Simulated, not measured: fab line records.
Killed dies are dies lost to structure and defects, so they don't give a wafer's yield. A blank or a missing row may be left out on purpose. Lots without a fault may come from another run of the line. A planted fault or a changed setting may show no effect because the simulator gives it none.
Problem report in the 8D (eight disciplines) form, filled by code || flow gf180mcu || the parts of the form that need people (team, actions taken, sign-off) are left out

## 1. WHAT WENT WRONG
run length s at GF_M4_METAL_ETCH_16 reads a mean of 158.7 s on 4 wafers of 2 lots; wafers without a fault read 153.5 s with a standard deviation of 0.79. That puts it +6.6 standard deviations away from the usual mean.
The step: etches the open film in Cl2/BCl3, stops on SiO2, target depth 750.8 nm, time 125.1 s.
The first sign was on wafer L378.4 at day 29 00:55, on rie metal-03. At this step, 18 wafers from 6 lots have a number in the record. Rule for "out", or "out of limits": more than 4 standard deviations from the usual mean. All remaining wafers that have a number are taken as sound.

## 2. WHAT IT IS, WHAT IT ISN'T
{"question": "which readings at this step", "is": "run length s", "is not": "drypump motor current A"}
{"question": "which lots", "is": "L378, L379", "is not": "L362, L368, L383, L384"}
{"question": "which wafers of those lots", "is": "L378.4, L378.5, L379.1, L379.5", "is not": "L378.6, L379.2"}
{"question": "read on which tools", "is": "rie metal-03", "is not": "rie metal-01, rie metal-02"}
{"question": "when", "is": "from day 29 00:55", "is not": "up to then (7 sound wafers); but 7 sound wafers of L379, L383, L384 came after"}

## 3. WHAT RULES OUT EACH SUSPECT
Counting: a tool at a process step up to the reading stays a suspect if it ran every lot that is out. Sound lots after the first of them don't rule it out here, since some wafers of a struck lot are sound.
- pvd sputter-02 at GF_M4_SPUTTER_04 (material TiN, target thk 50 nm, time 41.7 s): kept. It ran every lot that is out, first L378 (day 28 05:16); its last sound lot up to then is L368 (day 25 03:35).
- rie metal-03 at GF_M4_METAL_ETCH_16 (etches the open film in Cl2/BCl3, stops on SiO2, target depth 750.8 nm, time 125.1 s): kept. It ran every lot that is out, first L378 (day 29 00:55); its last sound lot up to then is L368 (day 26 00:35). Its own readings are out on those wafers: run length s.
- At GF_M4_METAL_ETCH_16 on rie metal-03, chamber 1 took the sound wafers of the same lots and chamber 0 took the wafers that are out.
Left after counting: pvd sputter-02 at GF_M4_SPUTTER_04, rie metal-03 at GF_M4_METAL_ETCH_16.

## 4. THE CAUSE (what the simulator had put in)
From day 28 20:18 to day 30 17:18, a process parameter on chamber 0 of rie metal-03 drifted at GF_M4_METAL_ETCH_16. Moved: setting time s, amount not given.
Counting leaves 2 suspects; this tool is one of them.

## 5. SEQUENCE OF EFFECTS, ordered by route
One row per reading whose mean, taken over the struck wafers that have a number, lies over 3 standard deviations from the usual. Only readings for which the record gives a usual standard deviation are gone through. hours: the time from each lot's start at the first step in this table that gives one to its start at this step, as a median over the lots. sigmas: the change in usual standard deviations.
{"hours": 0, "step": "GF_M4_METAL_ETCH_16", "reading": "oes product au", "usual": "0.988 a.u.", "on struck wafers": 0.966, "change": -0.022, "sigmas": -3.6}
{"hours": 0, "step": "GF_M4_METAL_ETCH_16", "reading": "run length s", "usual": "153.5 s", "on struck wafers": 158.7, "change": "+5.2", "sigmas": "+6.6"}
Process steps it contains:
- GF_M4_METAL_ETCH_16: etches the open film in Cl2/BCl3, stops on SiO2, target depth 750.8 nm, time 125.1 s.

## 6. HOW IT WOULD HAVE BEEN CAUGHT EARLIER
In this record the first reading out of limits was taken at day 29 00:55, 5 hours after the fault began at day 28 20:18.
